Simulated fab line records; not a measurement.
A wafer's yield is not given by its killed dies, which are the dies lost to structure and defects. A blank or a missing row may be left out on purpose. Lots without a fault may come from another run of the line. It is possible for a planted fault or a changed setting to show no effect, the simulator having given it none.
Problem report in the 8D (eight disciplines) form, filled by code | flow gf180mcu | the parts of the form that need people (team, actions taken, sign-off) are left out

== 1. THE PROBLEM ==
Wafers without a fault read 15.000 s, standard deviation 0.01; overpolish-run-s at GF_CONTACT_CMP_27 reads a mean of 0.048 s on 2 wafers belonging to 2 lots. So: -99 or more standard deviations from the usual mean.
The step: polishes, stops on SiO2, t overpolish 15 s, target thk 0 nm.
Earliest sighting: wafer L222.5 on cmp-01 at day 22 09:07. At this step, 39 wafers from 13 lots have a number in the record. Rule for "out", or "out of limits": more than 4 standard deviations from the usual mean. Any other wafer with a number is counted as sound.

== 2. WHAT IT IS, WHAT IT ISN'T ==
question                    | is                                   | is not
which readings at this step | overpolish-run-s, time-to-endpoint-s | motor-current-A, retaining-ring-pressure-frac
which lots                  | L222, L223                           | L205, L207, L208, L209, L210, L212, L213, L214, L215, L216, L217
which wafers of those lots  | L222.5, L223.5                       | L222.1, L222.3, L223.1, L223.6
read on which tools         | cmp-01                               | cmp-02
when                        | from day 22 09:07                    | up to then (35 sound wafers); but 2 sound wafers of L223 came after

== 3. SUSPECTS, AND WHAT RULES EACH OUT ==
Counting: if a tool at a process step up to the reading ran every lot that is out, it stays a suspect. Sound lots after the first of them don't rule it out here, since some wafers of a struck lot are sound.
- cmp-01 at GF_CONTACT_CMP_27 (polishes, stops on SiO2, t overpolish 15 s, target thk 0 nm): kept. It ran every lot that is out, first L222 (day 22 09:07); its last sound lot up to then is L217 (day 20 23:58). Its own readings are out on those wafers: overpolish-run-s, time-to-endpoint-s.
Remaining after the count: cmp-01 at GF_CONTACT_CMP_27.

== 4. THE CAUSE (what the simulator had put in) ==
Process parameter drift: cmp-01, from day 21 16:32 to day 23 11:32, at GF_CONTACT_CMP_27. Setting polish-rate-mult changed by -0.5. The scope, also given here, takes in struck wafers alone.
Only this tool survived the counting.

== 5. SEQUENCE OF EFFECTS, ordered by route ==
Each row: a reading whose mean over the struck wafers that have a number lies more than 3 standard deviations from the usual. Only readings whose record carries a usual standard deviation are examined. hours: median over the lots of the time between each lot's start at the first step of this table that gives one and its start at this step. sigmas: the change, counted in usual standard deviations.
hours | step                    | reading            | usual    | on struck wafers | change  | sigmas
0     | GF_CONTACT_CMP_27       | overpolish-run-s   | 15.000 s | 0.048            | -14.952 | -99 or more
0     | GF_CONTACT_CMP_27       | time-to-endpoint-s | 71.2 s   | 114.0            | +42.8   | +16
271   | GF_PASSIVATION_PROBE_99 | killed-at-contacts | 5.5      | 461.5            | +456.0  | +99 or more
271   | GF_PASSIVATION_PROBE_99 | killed-dies        | 48       | 492              | +444    | +61
271   | GF_PASSIVATION_PROBE_99 | killed-on-rim      | 9.4      | 96.0             | +86.6   | +31
Process steps it contains:
- GF_CONTACT_CMP_27: polishes, stops on SiO2, t overpolish 15 s, target thk 0 nm.
- GF_PASSIVATION_PROBE_99

== 6. HOW IT WOULD HAVE BEEN CAUGHT EARLIER ==
In this record the first reading out of limits was taken at day 22 09:07, 17 hours after the fault began at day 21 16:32.
